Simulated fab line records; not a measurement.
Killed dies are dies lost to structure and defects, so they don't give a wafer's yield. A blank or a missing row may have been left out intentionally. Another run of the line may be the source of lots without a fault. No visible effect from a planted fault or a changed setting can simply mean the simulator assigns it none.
Which tool was responsible? + flow sky130 + 39 wafers from 13 lots sampled at 4 of the route's 708 steps

== WHAT THE GAUGES SHOWED, per wafer ==
SKY_CAP2M_THK_MEAS_01. Usual: CAP2M_CVD_00_THK typically reads 15.40 nm, with standard deviation 0.24.
| lot  | measured     | on            | CAP2M_CVD_00_THK (nm) | flag |
|------|--------------|---------------|-----------------------|------|
| L344 | day 40 04:42 | film_metro-02 | 15.22 15.44 15.45     |      |
| L346 | day 40 21:16 | film_metro-02 | 15.25 15.36 15.46     |      |
| L349 | day 41 13:02 | film_metro-03 | 15.38 15.62 15.27     |      |
| L348 | day 41 18:41 | film_metro-03 | 14.99 15.05 15.38     |      |
| L350 | day 42 00:44 | film_metro-04 | 15.42 15.50 15.84     |      |
| L352 | day 42 15:58 | film_metro-02 | 15.14 15.67 15.33     |      |
| L353 | day 43 06:38 | film_metro-04 | 14.95 15.30 15.32     |      |
| L354 | day 43 11:17 | film_metro-02 | 15.38 15.78 15.49     |      |
| L355 | day 43 16:30 | film_metro-04 | 15.16 15.58 15.47     |      |
| L356 | day 43 17:20 | film_metro-04 | 15.26 15.53 15.73     |      |
| L365 | day 46 01:56 | film_metro-02 | 15.59 15.40 15.50     |      |
| L366 | day 46 07:31 | film_metro-02 | 15.55 15.60 15.87     |      |
| L367 | day 46 07:50 | film_metro-02 | 15.48 15.77 15.97     |      |

SKY_VIA4_RS_MEAS_19: measures by four-point-probe. Usual: VIA4_W_RS typically reads 0.225 ohm/sq, with standard deviation 0.004.
| lot  | measured     | on            | VIA4_W_RS (ohm/sq) | flag |
|------|--------------|---------------|--------------------|------|
| L344 | day 43 07:28 | film_metro-03 | 0.228 0.218 0.219  |      |
| L346 | day 44 01:00 | film_metro-03 | 0.230 0.230 0.229  |      |
| L349 | day 44 13:46 | film_metro-03 | 0.229 0.231 0.230  |      |
| L348 | day 44 21:22 | film_metro-03 | 0.228 0.225 0.225  |      |
| L350 | day 45 00:10 | film_metro-01 | 0.217 0.229 0.226  |      |
| L352 | day 45 15:34 | film_metro-03 | 0.223 0.221 0.223  |      |
| L353 | day 46 05:12 | film_metro-02 | 0.225 0.227 0.226  |      |
| L354 | day 46 08:26 | film_metro-03 | 0.227 0.226 0.228  |      |
| L355 | day 46 12:27 | film_metro-01 | 0.230 0.220 0.229  |      |
| L356 | day 46 12:37 | film_metro-02 | 0.226 0.230 0.228  |      |
| L365 | day 48 17:49 | film_metro-01 | 0.225 0.228 0.224  |      |
| L366 | day 49 00:23 | film_metro-02 | 0.228 0.229 0.228  |      |
| L367 | day 49 00:43 | film_metro-01 | 0.220 0.217 0.227  |      |

== WHICH TOOL RAN EACH LOT (tool, then ch and the chambers of the sampled wafers, then the start) ==
| lot  | SKY_POLY_GATE_CVD_00        | SKY_VIA4_ETCH_12                   |
|------|-----------------------------|------------------------------------|
| L344 | lpcvd-01 ch 1, day 13 23:58 | rie_diel-03 ch 1,2,3, day 43 06:29 |
| L346 | lpcvd-01 ch 0, day 14 17:20 | rie_diel-03 ch 0,1,3, day 44 00:04 |
| L349 | lpcvd-01 ch 1, day 15 16:40 | rie_diel-03 ch 0,2, day 44 12:49   |
| L348 | lpcvd-01 ch 1, day 15 22:22 | rie_diel-01 ch 0,1,3, day 44 20:28 |
| L350 | lpcvd-01 ch 1, day 16 04:34 | rie_diel-04 ch 1,2, day 44 23:10   |
| L352 | lpcvd-01 ch 1, day 17 00:41 | rie_diel-03 ch 0,2, day 45 14:38   |
| L353 | lpcvd-01 ch 0, day 17 16:46 | rie_diel-01 ch 1,2,3, day 46 04:17 |
| L354 | lpcvd-01 ch 0, day 17 22:29 | rie_diel-03 ch 0,1,2, day 46 07:34 |
| L355 | lpcvd-01 ch 0, day 18 06:32 | rie_diel-04 ch 0,1,3, day 46 11:34 |
| L356 | lpcvd-01 ch 0, day 18 11:39 | rie_diel-03 ch 0,3, day 46 11:44   |
| L365 | lpcvd-01 ch 1, day 21 16:14 | rie_diel-03 ch 0,3, day 48 16:52   |
| L366 | lpcvd-01 ch 0, day 21 17:46 | rie_diel-01 ch 0,1,2, day 48 23:29 |
| L367 | lpcvd-01 ch 0, day 21 19:17 | rie_diel-03 ch 1,2,3, day 48 23:46 |
- SKY_POLY_GATE_CVD_00: deposits poly-Si, target thk 180 nm, time 720 s.
- SKY_VIA4_ETCH_12: etches SiO2 in C4F8/O2/Ar, stops on TiN, target depth 580 nm.

== AS READ BY THE TOOLS THEMSELVES (means over the sampled wafers that have a number; for cases with no such wafer, the mark the record gives instead) ==
SKY_POLY_GATE_CVD_00. Usual: pressure_mtorr 200.1 mTorr, standard deviation 0.4; spike_tc_upper_C 620.0 C, standard deviation 1.2; zone_power_bottom_pct 12.27 %, standard deviation 0.23.
| lot  | tool     | pressure_mtorr (mTorr) | spike_tc_upper_C (C) | zone_power_bottom_pct (%) | flag |
|------|----------|------------------------|----------------------|---------------------------|------|
| L344 | lpcvd-01 | 200.2                  | 620.7                | 12.39                     |      |
| L346 | lpcvd-01 | 200.3                  | 619.6                | 12.01                     |      |
| L349 | lpcvd-01 | 200.5                  | 620.3                | 12.45                     |      |
| L348 | lpcvd-01 | 199.8                  | 620.3                | 12.40                     |      |
| L350 | lpcvd-01 | 200.0                  | 620.5                | 12.57                     |      |
| L352 | lpcvd-01 | 200.4                  | 621.1                | 12.37                     |      |
| L353 | lpcvd-01 | 200.0                  | 619.7                | 12.10                     |      |
| L354 | lpcvd-01 | 200.6                  | 619.0                | 11.99                     |      |
| L355 | lpcvd-01 | 199.8                  | 619.3                | 11.98                     |      |
| L356 | lpcvd-01 | 200.4                  | 619.8                | 12.04                     |      |
| L365 | lpcvd-01 | 200.1                  | 621.2                | 12.39                     |      |
| L366 | lpcvd-01 | 199.8                  | 618.8                | 12.01                     |      |
| L367 | lpcvd-01 | 200.5                  | 619.4                | 12.02                     |      |

SKY_VIA4_ETCH_12. Usual: bias_w 1200 W, standard deviation 3.5; oes_product_au 0.925 a.u., standard deviation 0.0046.
| lot  | tool        | bias_w (W) | oes_product_au (a.u.) | flag |
|------|-------------|------------|-----------------------|------|
| L344 | rie_diel-03 | 1196       | 0.923                 |      |
| L346 | rie_diel-03 | 1199       | 0.922                 |      |
| L349 | rie_diel-03 | 1201       | 0.928                 |      |
| L348 | rie_diel-01 | 1198       | 0.928                 |      |
| L350 | rie_diel-04 | 1201       | 0.926                 |      |
| L352 | rie_diel-03 | 1200       | 0.923                 |      |
| L353 | rie_diel-01 | 1202       | 0.927                 |      |
| L354 | rie_diel-03 | 1197       | 0.929                 |      |
| L355 | rie_diel-04 | 1203       | 0.926                 |      |
| L356 | rie_diel-03 | 1199       | 0.928                 |      |
| L365 | rie_diel-03 | 1200       | 0.920                 |      |
| L366 | rie_diel-01 | 1200       | 0.929                 |      |
| L367 | rie_diel-03 | 1202       | 0.925                 |      |

== THE ANSWER, worked out from the rows above alone ==
Rule: take the mean of a lot's wafers that have a number; if it is more than 3 standard deviations from the usual mean, the lot is off. A lot without any number at a reading at which 4 lots or more have one is off too. Where the step has rows for the other lots, those lots are counted as sound. Order of review: gauges by route order, followed by the tools' own readings, for which a lot's mean as printed above is used. The first step at which some lot is off is used, and at that step the reading that is off furthest; a lot without a number counts as furthest.
Across all readings shown, no lot is off: no conclusion can be drawn from this.

== WHAT THE SIMULATOR HAD PUT IN ==
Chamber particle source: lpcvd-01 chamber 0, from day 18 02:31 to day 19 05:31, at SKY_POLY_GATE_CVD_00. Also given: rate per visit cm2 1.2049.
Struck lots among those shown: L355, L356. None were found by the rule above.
